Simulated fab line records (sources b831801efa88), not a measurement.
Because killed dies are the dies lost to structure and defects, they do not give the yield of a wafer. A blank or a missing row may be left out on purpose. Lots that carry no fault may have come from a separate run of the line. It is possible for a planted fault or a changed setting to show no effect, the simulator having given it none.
fab line records | flow sky130
record: lots: 12 wafers: 36 last-day: 52
route steps=708 shown VT_ADJUST_HVTP@95 METAL4@634 VIA4@656 METAL5@667 PAD_OPEN@708
lots that met no fault: taken from a fault-free run of the same line
start-h: hours from the record's first day to the start of the lot's first wafer shown | wait-h: time in hours since the lot's previous step | " as in the row above | L1.1+2: a single row standing in for several wafers | - either no value or no given start | * or withheld: withheld | < > ~ a bound
route shown NAME@n: names a module that has steps shown in the file, with the first one's number in the route | usual: mean and standard deviation over wafers with no fault | same: alike in all rows | chamber/n: place in a boat | sites: each site's reading | _std_site: standard deviation across them | _edge_site: the outer-site mean with the inner-site mean subtracted | radius-mm: how far each site lies from the wafer's centre | mask NAME#n: copy n | behind: the most recent tool/chamber to have shaped the wafer | hold: reason for holding the lot/hours on hold/outcome of the hold | device: names the non-switching transistor (n, p or np) | end of line: at the end of the route, the tests of the same wafers | for a step that has no rows: nothing shown but its recipe | killed: not the wafer's yield, but the dies lost to structure and defects at the first sort | map: a wafer's dies, x killed, . not, _ none there
set.NAME: the setting the step ran with; set.NAME@STEP: the setting that earlier step ran with | model.NAME: the simulator's own value behind a step, which no gauge read
a sample of lots followed through the steps of the route, with each step as a table and each wafer as a row
services: from which hour (start-h, from the record's first day; less than 0 if before it) a tool's chamber was out of use, for how many hours, and why
== steps ==
step: SKY_VT_ADJUST_HVTP_STRIP_10
recipe: chemistry: O2/N2 power-w: 1400 pressure-mtorr: 1500 platen-temp-c: withheld o2-flow-sccm: 3000 n2-flow-sccm: 300 overash-fraction: 0.5
usual: drypump-motor-current-A: 5.89/0.19 oes-product-au: 0.715/0.0047 strip-time-to-endpoint-s: 14.18/0.035
columns lot.wafer tool chamber start-h wait-h drypump-motor-current-A oes-product-au rf-hours-counter-h strip-time-to-endpoint-s
L550.1 plasma-asher-03 0 120.17 0.1 5.84 0.713 28 14.22
L550.2 " 1 " " 6.15 0.716 28 14.25
L550.3 " 1 " " 6.15 0.722 - 14.21
L552.1 plasma-asher-04 0 130.67 0.1 5.56 0.710 46 14.22
L552.3 " 1 " " 5.86 0.709 - 14.21
L552.6 " 1 " " 5.87 0.713 - 14.20
L553.1 plasma-asher-02 0 136.01 0.1 5.98 0.712 45 14.15
L553.3 " 0 " " 5.97 0.715 - 14.14
L553.4 " 1 " " 5.96 0.709 - 14.14
L555.1 plasma-asher-04 1 146.14 0.1 5.90 0.717 48 14.20
L555.4 " 0 " " 5.56 0.715 - 14.19
L555.5 " 0 " " 5.56 0.719 - 14.21
L556.1 plasma-asher-03 0 150.42 0.1 5.84 0.712 31 14.15
L556.2 " 1 " " 6.18 0.711 31 14.20
L556.6 " 0 " " 5.84 0.720 - 14.25
L557.2 plasma-asher-03 0 155.07 0.1 5.85 0.708 32 14.20
L557.4 " 1 " " 6.14 0.711 - 14.18
L557.6 " 0 " " 5.84 0.715 - 14.15
L558.2 plasma-asher-03 1 160.44 0.1 6.17 0.720 32 14.21
L558.3 " 1 " " 6.16 0.723 - 14.20
L558.4 " 0 " " 5.83 0.715 - 14.18
L562.2 plasma-asher-03 0 171.89 0.1 5.83 0.718 33 14.24
L562.4 " 1 " " 6.14 0.718 - 14.21
L562.5 " 1 " " 6.17 0.717 - 14.25
L564.1 plasma-asher-02 1 178.47 0.1 5.96 0.711 49 14.15
L564.4 " 1 " " 5.97 0.710 - 14.13
L564.6 " 1 " " 5.95 0.718 - 14.12
L570.2 plasma-asher-03 1 343.87 0.1 6.15 0.718 50 14.17
L570.3 " 0 " " 5.82 0.716 - 14.16
L570.4 " 1 " " 6.17 0.717 - 14.17
L571.2 plasma-asher-03 1 344.26 0.1 6.14 0.715 50 14.21
L571.3 " 0 " " 5.82 0.716 - 14.22
L571.4 " 1 " " 6.16 0.718 - 14.26
L572.2 plasma-asher-03 0 346.17 0.1 5.83 0.722 50 14.18
L572.4 " 1 " " 6.17 0.719 - 14.20
L572.6 " 1 " " 6.16 0.717 - 14.22
step: SKY_METAL4_METAL_ETCH_18
recipe: target-depth-a: 8450 stop-on: SiO2 over-etch-frac: 0.3 time-s: 183.1 chemistry: Cl2/BCl3 resist-sidewall-deg: 88 pressure-mtorr: 10 icp-w: 900 bias-w: 48.5 Cl2_flow_sccm: 60 bcl3-flow-sccm: 30
usual: drypump-motor-current-A: 5.6/0.41 oes-product-au: 0.865/0.0056 rf-fwd-power-W: 896.2/2.5 throttle-valve-pct: 22.264/0.0094
columns lot.wafer tool chamber start-h wait-h drypump-motor-current-A oes-product-au rf-fwd-power-W rf-hours-counter-h throttle-valve-pct
L550.1 rie-metal-03 1 936.71 0.0 5.6 0.866 898.2 4 22.272
L550.2 " 0 " " 5.1 0.863 899.9 14 22.249
L550.3 " 1 " " 5.6 0.866 897.2 - 22.266
L552.1 rie-metal-03 0 938.74 0.0 5.1 0.868 895.2 14 22.267
L552.3 " 0 " " 5.1 0.878 893.5 - 22.263
L552.6 " 0 " " 5.1 0.881 895.6 - 22.257
L553.1 rie-metal-03 1 940.46 0.0 5.6 0.856 893.9 4 22.276
L553.3 " 0 " " 5.1 0.856 897.6 - 22.266
L553.4 " 1 " " 5.6 0.862 895.8 - 22.246
L556.1 rie-metal-01 0 959.99 0.0 5.7 0.864 896.5 17 22.275
L556.2 " 1 " " 5.3 0.864 897.6 21 22.279
L556.6 " 1 " " 5.3 0.858 896.8 - 22.252
L555.1 rie-metal-04 1 962.09 0.0 5.6 0.876 891.7 15 22.272
L555.4 " 0 " " 6.4 0.868 894.1 - 22.259
L555.5 " 1 " " 5.6 0.867 894.6 - 22.246
L557.2 rie-metal-04 1 974.01 0.0 5.6 0.864 898.2 16 22.248
L557.4 " 1 " " 5.6 0.874 897.0 - 22.271
L557.6 " 0 " " 6.4 0.869 894.5 - 22.263
L558.2 rie-metal-04 0 983.69 0.0 6.4 0.866 895.8 14 22.266
L558.3 " 1 " " 5.6 0.869 895.8 - 22.271
L558.4 " 0 " " 6.4 0.862 891.7 - 22.266
L562.2 rie-metal-04 0 1000.39 0.0 6.4 0.861 895.8 14 22.268
L562.4 " 1 " " 5.7 0.862 895.9 - 22.273
L562.5 " 1 " " 5.6 0.864 897.8 - 22.255
L564.1 rie-metal-03 0 1011.54 0.0 5.1 0.869 896.3 18 22.250
L564.4 " 0 " " 5.1 0.874 898.8 - 22.267
L564.6 " 0 " " 5.1 0.871 897.7 - 22.282
L570.2 rie-metal-03 0 1166.81 0.0 5.1 0.867 896.6 27 22.270
L570.3 " 0 " " 5.1 0.869 893.9 - 22.264
L570.4 " 1 " " 5.6 0.871 900.3 - 22.265
L571.2 rie-metal-04 1 1172.80 0.0 5.6 0.866 896.0 28 22.272
L571.3 " 0 " " 6.5 0.862 895.4 - 22.252
L571.4 " 1 " " 5.7 0.868 891.9 - 22.273
L572.2 rie-metal-01 1 1173.15 0.0 5.3 0.864 898.3 10 22.277
L572.4 " 1 " " 5.3 0.854 897.0 - 22.262
L572.6 " 1 " " 5.3 0.869 892.7 - 22.261
step: SKY_VIA4_SPUTTER_17
recipe: material: TiN target-thk-nm: 20 chamber-pressure-pa: 5 power-w: 4000 time-s: 80
usual: throttle-valve-pct: 29.4/1.3
columns lot.wafer tool chamber start-h wait-h throttle-valve-pct
L550.1 pvd-sputter-01 - 964.19 0.0 29.4
L550.2 " - " " 28.0
L550.3 " - " " 30.8
L552.1 pvd-sputter-01 - 965.95 0.0 31.4
L552.3 " - " " 28.5
L552.6 " - " " 31.6
L553.1 pvd-sputter-04 - 967.38 0.0 28.1
L553.3 " - " " 28.9
L553.4 " - " " 28.1
L556.1 pvd-sputter-03 - 987.35 0.0 29.0
L556.2 " - " " 29.3
L556.6 " - " " 28.8
L555.1 pvd-sputter-03 - 989.77 0.0 28.7
L555.4 " - " " 28.5
L555.5 " - " " 30.1
L557.2 pvd-sputter-01 - 1001.09 0.0 31.2
L557.4 " - " " 30.5
L557.6 " - " " 29.4
L558.2 pvd-sputter-03 - 1010.51 0.0 30.0
L558.3 " - " " 29.0
L558.4 " - " " 28.5
L562.2 pvd-sputter-03 - 1025.09 0.0 29.0
L562.4 " - " " 30.0
L562.5 " - " " 28.8
L564.1 pvd-sputter-04 - 1035.81 0.0 29.2
L564.4 " - " " 31.9
L564.6 " - " " 28.4
L570.2 pvd-sputter-04 - 1184.80 0.0 28.3
L570.3 " - " " 32.1
L570.4 " - " " 28.9
L572.2 pvd-sputter-03 - 1188.67 0.0 29.2
L572.4 " - " " 30.0
L572.6 " - " " 29.5
L571.2 pvd-sputter-01 - 1188.91 0.0 29.5
L571.3 " - " " 30.8
L571.4 " - " " 31.1
step: SKY_METAL5_THK_MEAS_06
recipe: thk-meas-gauge: xrf reads: AlCu_of_METAL5_SPUTTER_02
usual: METAL5_ALCU_THK: 1128/11
columns lot.wafer tool chamber start-h wait-h METAL5_ALCU_THK[nm]
L550.1 film-metro-02 - 965.32 0.1 1140
L550.2 " - " " 1130
L550.3 " - " " 1123
L552.1 film-metro-02 - 967.09 0.1 1126
L552.3 " - " " 1136
L552.6 " - " " 1128
L553.1 film-metro-01 - 968.51 0.1 1146
L553.3 " - " " 1136
L553.4 " - " " 1142
L556.1 film-metro-02 - 988.33 0.1 1149
L556.2 " - " " 1139
L556.6 " - " " 1124
L555.1 film-metro-02 - 990.75 0.1 1132
L555.4 " - " " 1125
L555.5 " - " " 1115
L557.2 film-metro-01 - 1002.08 0.1 1117
L557.4 " - " " 1126
L557.6 " - " " 1105
L558.2 film-metro-03 - 1012.04 0.1 1122
L558.3 " - " " 1128
L558.4 " - " " 1136
L562.2 film-metro-02 - 1026.08 0.1 1137
L562.4 " - " " 1117
L562.5 " - " " 1127
L564.1 film-metro-01 - 1036.79 0.1 1130
L564.4 " - " " 1106
L564.6 " - " " 1118
L570.2 film-metro-03 - 1189.16 0.1 1123
L570.3 " - " " 1136
L570.4 " - " " 1134
L572.2 film-metro-01 - 1191.79 0.1 1135
L572.4 " - " " 1131
L572.6 " - " " 1132
L571.2 film-metro-02 - 1191.86 0.1 1122
L571.3 " - " " 1135
L571.4 " - " " 1129
step: SKY_PAD_OPEN_PROBE_99
usual: killed_at_M0_to_M3: 43/7 killed_at_M4_up: 2.7/1.6 killed-at-contacts: 24/5.3 killed-at-front-end: 16/4.6 killed-at-other: 0.3/0.53 killed-dies: 86/9.3 killed-open: 47/6.9 killed-short: 38/6.1
same: gross-dies: 492 killed-at-back-side: 0
columns lot.wafer tool chamber start-h wait-h hold killed_at_M0_to_M3 killed_at_M4_up killed-at-contacts killed-at-front-end killed-at-other killed-dies killed-open killed-short
L550.1 prober-02 - 1041.12 0.1 - 34 6 22 16 0 78 42 35
L550.2 prober-02 - 1041.17 0.1 - 43 2 28 17 0 90 46 41
L550.3 prober-02 - 1041.22 0.2 - 35 2 28 18 0 83 39 43
L552.1 prober-01 - 1042.01 0.1 - 39 2 25 15 0 81 49 32
L552.3 prober-01 - 1042.11 0.2 - 40 5 25 19 0 89 46 43
L552.6 prober-01 - 1042.26 0.2 - 39 0 22 8 0 69 46 23
L553.1 prober-02 - 1042.92 0.1 - 54 0 19 11 1 85 43 42
L553.3 prober-02 - 1043.02 0.2 - 51 5 24 11 0 91 47 42
L553.4 prober-02 - 1043.07 0.2 - 35 4 30 10 0 79 44 35
L556.1 prober-02 - 1057.71 0.1 - 41 5 30 11 0 87 42 45
L556.2 prober-02 - 1057.76 0.1 - 49 2 21 11 2 85 44 41
L556.6 prober-02 - 1057.96 0.2 - 43 1 14 14 0 72 47 25
L555.1 prober-01 - 1060.99 0.1 - 30 5 19 17 0 71 29 42
L555.4 prober-01 - 1061.14 0.2 - 35 1 29 16 0 81 46 35
L555.5 prober-01 - 1061.19 0.2 - 42 4 21 15 1 83 48 35
L557.2 prober-02 - 1069.56 0.1 - 29 1 14 14 0 58 33 25
L557.4 prober-02 - 1069.66 0.2 - 31 3 15 12 0 61 37 24
L557.6 prober-02 - 1069.76 0.2 - 37 3 19 11 0 70 35 35
L558.2 prober-01 - 1077.31 0.1 - 47 2 24 13 0 86 53 33
L558.3 prober-01 - 1077.36 0.2 - 47 2 24 12 0 85 44 41
L558.4 prober-01 - 1077.41 0.2 - 54 3 21 12 0 90 43 47
L562.2 prober-01 - 1090.36 0.1 - 32 1 23 12 0 68 40 28
L562.4 prober-01 - 1090.46 0.2 - 34 3 33 15 0 85 50 35
L562.5 prober-01 - 1090.51 0.2 - 36 3 27 16 0 82 42 40
L564.1 prober-01 - 1098.91 0.1 - 64 2 19 9 0 94 56 38
L564.4 prober-01 - 1099.06 0.2 - 41 3 39 12 0 95 56 39
L564.6 prober-01 - 1099.16 0.2 - 52 2 22 11 1 88 52 36
L570.2 prober-01 - 1239.06 0.1 - 44 2 32 26 1 105 53 50
L570.3 prober-01 - 1239.11 0.2 - 48 4 30 17 1 100 55 43
L570.4 prober-01 - 1239.16 0.2 - 44 4 21 20 1 90 56 33
L572.2 prober-02 - 1242.17 0.1 await-dispo/8.6h/release 45 1 26 47 1 120 41 45
L572.4 prober-02 - 1242.27 0.2 await-dispo/8.6h/release 40 3 31 20 0 94 57 36
L572.6 prober-02 - 1242.37 0.2 await-dispo/8.6h/release 43 6 27 20 0 96 52 43
L571.2 prober-02 - 1242.81 0.1 await-dispo/3.5h/release 24 1 23 8 1 57 32 24
L571.3 prober-02 - 1242.86 0.2 await-dispo/3.5h/release 29 1 25 51 0 106 42 30
L571.4 prober-02 - 1242.91 0.2 await-dispo/3.5h/release 52 1 21 11 1 86 48 38
killed by level:class
L550.1 CONTACT:geometric-particle:open=9 LI_CONTACT:geometric-particle:open=9 VIA1:geometric-particle:open=9 METAL4:geometric-particle:short=6 FIELD_ISO:geometric-particle:short=5 METAL2:geometric-particle:short=4 VIA2:geometric-particle:open=4 VIA3:geometric-particle:open=4
L550.2 VIA1:geometric-particle:open=9 VIA3:geometric-particle:open=8 CONTACT:geometric-particle:open=7 LI_CONTACT:geometric-particle:open=6 FIELD_ISO:geometric-particle:open=5 METAL1:geometric-particle:short=5 FIELD_ISO:geometric-particle:short=4 LOCAL_INTERCONNECT:geometric-particle:short=4
L550.3 CONTACT:geometric-particle:open=9 LI_CONTACT:geometric-particle:open=7 METAL2:geometric-particle:short=7 VIA1:geometric-particle:open=6 VIA2:geometric-particle:open=6 FIELD_ISO:geometric-particle:short=5 CONTACT:geometric-particle:short=5 METAL1:geometric-particle:short=5
L552.1 CONTACT:geometric-particle:open=11 VIA1:geometric-particle:open=9 LI_CONTACT:geometric-particle:open=9 VIA3:geometric-particle:open=7 METAL1:geometric-particle:short=6 POLY_GATE:geometric-particle:short=5 METAL2:geometric-particle:short=5 VIA1:geometric-particle:short=4
L552.3 CONTACT:geometric-particle:open=12 VIA1:geometric-particle:short=10 VIA1:geometric-particle:open=8 LI_CONTACT:geometric-particle:open=6 VIA3:geometric-particle:open=6 METAL4:geometric-particle:short=5 POLY_GATE:geometric-particle:short=5 FIELD_ISO:geometric-particle:open=4
L552.6 VIA1:geometric-particle:open=12 CONTACT:geometric-particle:open=9 LI_CONTACT:geometric-particle:open=8 VIA1:geometric-particle:short=5 VIA3:geometric-particle:open=5 LI_CONTACT:geometric-particle:short=4 FIELD_ISO:geometric-particle:open=3 METAL2:geometric-particle:short=3
L553.1 VIA3:geometric-particle:open=13 VIA1:geometric-particle:open=8 CONTACT:geometric-particle:short=6 METAL1:geometric-particle:short=6 VIA1:geometric-particle:short=6 LI_CONTACT:geometric-particle:open=5 CONTACT:geometric-particle:open=5 POLY_GATE:geometric-particle:short=4
L553.3 VIA1:geometric-particle:open=17 CONTACT:geometric-particle:open=8 VIA1:geometric-particle:short=8 VIA3:geometric-particle:open=7 FIELD_ISO:geometric-particle:short=6 LI_CONTACT:geometric-particle:open=5 LOCAL_INTERCONNECT:geometric-particle:short=4 CONTACT:geometric-particle:short=4
L553.4 VIA1:geometric-particle:open=9 VIA3:geometric-particle:open=9 LI_CONTACT:geometric-particle:open=8 LI_CONTACT:geometric-particle:short=8 CONTACT:geometric-particle:open=7 METAL1:geometric-particle:short=6 VIA1:geometric-particle:short=5 CONTACT:geometric-particle:short=4
L556.1 CONTACT:geometric-particle:short=10 VIA1:geometric-particle:short=8 VIA2:geometric-particle:open=8 VIA3:geometric-particle:open=7 CONTACT:geometric-particle:open=7 LI_CONTACT:geometric-particle:open=6 METAL1:geometric-particle:short=5 METAL2:geometric-particle:short=5
L556.2 LI_CONTACT:geometric-particle:open=10 VIA3:geometric-particle:open=9 VIA1:geometric-particle:open=7 VIA2:geometric-particle:open=6 VIA3:geometric-particle:short=6 CONTACT:geometric-particle:open=5 METAL1:geometric-particle:short=5 VIA1:geometric-particle:short=5
L556.6 VIA1:geometric-particle:open=13 VIA1:geometric-particle:short=8 LI_CONTACT:geometric-particle:open=7 VIA3:geometric-particle:open=7 FIELD_ISO:geometric-particle:open=5 POLY_GATE:geometric-particle:open=4 CONTACT:geometric-particle:open=4 VIA2:geometric-particle:open=4
L555.1 METAL2:geometric-particle:short=7 CONTACT:geometric-particle:open=7 CONTACT:geometric-particle:short=6 METAL4:geometric-particle:short=5 VIA1:geometric-particle:open=5 FIELD_ISO:geometric-particle:open=4 VIA3:geometric-particle:short=4 VIA3:geometric-particle:open=4
L555.4 CONTACT:geometric-particle:open=12 VIA1:geometric-particle:open=9 VIA1:geometric-particle:short=7 LI_CONTACT:geometric-particle:open=5 LOCAL_INTERCONNECT:geometric-particle:short=5 METAL1:geometric-particle:short=5 VIA3:geometric-particle:open=5 FIELD_ISO:geometric-particle:short=4
L555.5 VIA1:geometric-particle:open=11 VIA2:geometric-particle:open=9 CONTACT:geometric-particle:open=8 FIELD_ISO:geometric-particle:open=6 METAL1:geometric-particle:short=5 LOCAL_INTERCONNECT:geometric-particle:short=5 CONTACT:geometric-particle:short=4 VIA1:geometric-particle:short=4
L557.2 VIA1:geometric-particle:open=10 FIELD_ISO:geometric-particle:short=7 VIA2:geometric-particle:open=6 CONTACT:geometric-particle:open=5 POLY_GATE:geometric-particle:short=4 VIA1:geometric-particle:short=4 VIA3:geometric-particle:open=4 CONTACT:geometric-particle:short=3
L557.4 CONTACT:geometric-particle:open=7 VIA1:geometric-particle:open=7 VIA3:geometric-particle:open=7 LI_CONTACT:geometric-particle:open=5 METAL2:geometric-particle:short=5 VIA2:geometric-particle:open=4 FIELD_ISO:geometric-particle:open=3 VIA2:geometric-particle:short=3
L557.6 VIA1:geometric-particle:open=10 METAL2:geometric-particle:short=6 VIA2:geometric-particle:open=6 LI_CONTACT:geometric-particle:short=5 CONTACT:geometric-particle:open=5 POLY_GATE:geometric-particle:short=4 LI_CONTACT:geometric-particle:open=4 FIELD_ISO:geometric-particle:short=3
L558.2 VIA1:geometric-particle:open=17 CONTACT:geometric-particle:open=9 CONTACT:geometric-particle:short=6 LI_CONTACT:geometric-particle:open=5 VIA2:geometric-particle:open=5 VIA1:geometric-particle:short=5 METAL2:geometric-particle:short=5 VIA3:geometric-particle:open=5
L558.3 VIA1:geometric-particle:open=10 VIA3:geometric-particle:open=8 CONTACT:geometric-particle:short=6 VIA2:geometric-particle:open=6 LI_CONTACT:geometric-particle:open=5 CONTACT:geometric-particle:open=5 METAL1:geometric-particle:short=5 VIA3:geometric-particle:short=5
L558.4 VIA1:geometric-particle:open=9 METAL1:geometric-particle:short=9 CONTACT:geometric-particle:open=8 VIA3:geometric-particle:open=8 VIA2:geometric-particle:open=7 VIA3:geometric-particle:short=6 LOCAL_INTERCONNECT:geometric-particle:short=5 METAL2:geometric-particle:short=5
L562.2 LI_CONTACT:geometric-particle:open=8 CONTACT:geometric-particle:open=7 METAL1:geometric-particle:short=7 FIELD_ISO:geometric-particle:open=5 VIA1:geometric-particle:open=5 VIA3:geometric-particle:open=5 POLY_GATE:geometric-particle:short=4 LOCAL_INTERCONNECT:geometric-particle:short=4
L562.4 CONTACT:geometric-particle:open=12 LI_CONTACT:geometric-particle:open=11 METAL1:geometric-particle:short=6 VIA3:geometric-particle:open=6 FIELD_ISO:geometric-particle:short=5 POLY_GATE:geometric-particle:short=4 VIA2:geometric-particle:open=4 CONTACT:geometric-particle:short=4
L562.5 CONTACT:geometric-particle:short=9 CONTACT:geometric-particle:open=9 VIA1:geometric-particle:open=8 METAL2:geometric-particle:short=5 POLY_GATE:geometric-particle:short=4 POLY_GATE:geometric-particle:open=4 SPACER:geometric-particle:open=4 METAL1:geometric-particle:open=4
L564.1 VIA3:geometric-particle:open=12 VIA1:geometric-particle:open=12 CONTACT:geometric-particle:open=9 VIA1:geometric-particle:short=8 METAL1:geometric-particle:short=7 VIA2:geometric-particle:open=6 LI_CONTACT:geometric-particle:open=6 METAL3:geometric-particle:short=5
L564.4 CONTACT:geometric-particle:open=16 LI_CONTACT:geometric-particle:open=12 VIA3:geometric-particle:open=8 VIA2:geometric-particle:open=8 METAL2:geometric-particle:short=6 CONTACT:geometric-particle:short=5 VIA1:geometric-particle:open=5 LOCAL_INTERCONNECT:geometric-particle:short=4
L564.6 VIA1:geometric-particle:open=16 VIA3:geometric-particle:open=11 LI_CONTACT:geometric-particle:open=7 METAL1:geometric-particle:short=6 VIA1:geometric-particle:short=5 METAL2:geometric-particle:short=5 FIELD_ISO:geometric-particle:open=4 POLY_GATE:geometric-particle:open=4
L570.2 VIA1:geometric-particle:open=12 CONTACT:geometric-particle:open=9 LI_CONTACT:geometric-particle:open=9 VIA1:geometric-particle:short=9 FIELD_ISO:geometric-particle:short=6 POLY_GATE:geometric-particle:open=6 LOCAL_INTERCONNECT:geometric-particle:short=6 POLY_GATE:geometric-particle:short=5
L570.3 CONTACT:geometric-particle:open=16 METAL1:geometric-particle:short=10 VIA3:geometric-particle:open=10 VIA1:geometric-particle:open=8 LI_CONTACT:geometric-particle:open=6 POLY_GATE:geometric-particle:short=5 VIA3:geometric-particle:short=5 POLY_GATE:geometric-particle:open=4
L570.4 VIA1:geometric-particle:open=13 LI_CONTACT:geometric-particle:open=9 VIA2:geometric-particle:open=8 FIELD_ISO:geometric-particle:open=7 CONTACT:geometric-particle:open=7 FIELD_ISO:geometric-particle:short=4 POLY_GATE:geometric-particle:open=4 LI_CONTACT:geometric-particle:short=4
L572.2 VT_ADJUST_HVTP:unspecified=34 LI_CONTACT:geometric-particle:open=12 VIA1:geometric-particle:short=8 VIA1:geometric-particle:open=7 VIA3:geometric-particle:open=6 LOCAL_INTERCONNECT:geometric-particle:short=5 VIA2:geometric-particle:open=5 METAL3:geometric-particle:short=5
L572.4 CONTACT:geometric-particle:open=13 LI_CONTACT:geometric-particle:open=9 VIA3:geometric-particle:open=8 POLY_GATE:geometric-particle:open=6 VIA1:geometric-particle:open=5 LI_CONTACT:geometric-particle:short=5 METAL2:geometric-particle:short=5 METAL3:geometric-particle:short=5
L572.6 CONTACT:geometric-particle:open=11 VIA2:geometric-particle:open=8 LI_CONTACT:geometric-particle:open=7 FIELD_ISO:geometric-particle:open=6 METAL4:geometric-particle:short=6 VIA1:geometric-particle:open=6 METAL1:geometric-particle:short=5 METAL2:geometric-particle:short=5
L571.2 CONTACT:geometric-particle:open=9 VIA1:geometric-particle:open=7 LI_CONTACT:geometric-particle:open=5 VIA1:geometric-particle:short=5 POLY_GATE:geometric-particle:open=4 LOCAL_INTERCONNECT:geometric-particle:short=4 METAL2:geometric-particle:short=4 FIELD_ISO:geometric-particle:open=3
L571.3 VT_ADJUST_HVTP:unspecified=34 LI_CONTACT:geometric-particle:open=12 METAL1:geometric-particle:short=8 FIELD_ISO:geometric-particle:open=6 CONTACT:geometric-particle:open=6 POLY_GATE:geometric-particle:short=4 VIA2:geometric-particle:open=4 VIA1:geometric-particle:open=4
L571.4 METAL2:geometric-particle:short=10 VIA1:geometric-particle:open=10 VIA3:geometric-particle:open=7 VIA2:geometric-particle:open=6 METAL1:geometric-particle:short=6 LI_CONTACT:geometric-particle:open=4 LI_CONTACT:geometric-particle:short=4 CONTACT:geometric-particle:open=4
== services ==
columns tool chamber start-h hours kind
rie-metal-04 - 126.49 15.6 pm
plasma-asher-03 - 277.60 1.3 repair
rie-metal-04 - 284.22 2.8 pm
rie-metal-04 1 366.68 28.0 repair
pvd-sputter-03 - 383.96 9.7 repair
plasma-asher-03 - 390.26 0.9 repair
plasma-asher-03 - 397.59 0.5 repair
pvd-sputter-03 - 474.47 1.4 repair
plasma-asher-03 - 507.32 0.9 repair
rie-metal-04 - 509.12 0.2 repair
rie-metal-04 1 535.78 13.2 repair
rie-metal-03 - 539.06 4.3 pm
rie-metal-03 - 543.39 1.4 pm
rie-metal-03 0 560.46 15.2 repair
pvd-sputter-03 - 562.33 2.8 repair
pvd-sputter-03 - 570.45 1.4 repair
plasma-asher-03 - 597.09 0.7 repair
pvd-sputter-03 - 644.45 0.8 repair
plasma-asher-03 - 681.86 2.8 pm
rie-metal-03 - 725.87 2.8 pm
plasma-asher-03 - 1055.25 9.0 pm
plasma-asher-03 - 1073.15 11.7 repair
plasma-asher-03 - 1095.26 8.2 repair
plasma-asher-03 - 1166.02 6.5 repair
== key ==
first-sign: step: SKY_PAD_OPEN_PROBE_99 reading: killed-at-front-end direction: up sigmas: 7.1 usual: 16 struck: 49
effect: step: SKY_PAD_OPEN_PROBE_99 reading: killed-dies direction: up sigmas: 2.9 usual: 86 struck: 113
met-at SKY_VT_ADJUST_HVTP_STRIP_10
struck-lots L571,L572
struck-wafers L571.3,L572.2
tester-left-out L571,L572
not-acting-at SKY_METAL4_METAL_ETCH_18,SKY_VIA4_SPUTTER_17,SKY_METAL5_THK_MEAS_06
onset-between 343.87 344.26
fault: kind: chamber-particle-source tool: plasma-asher-03 chamber: 0 onset-h: 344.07 steps: SKY_VT_ADJUST_HVTP_STRIP_10 rate-per-visit-cm2: 0.47194 end-h: 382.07
tester-left-out: of these lots the tester's yield and bins aren't shown, on N5 and GAA mostly nor the transistor test; their killed dies are dies lost to structure and defects alone, not to doping, threshold or leakage, so they don't give the yield
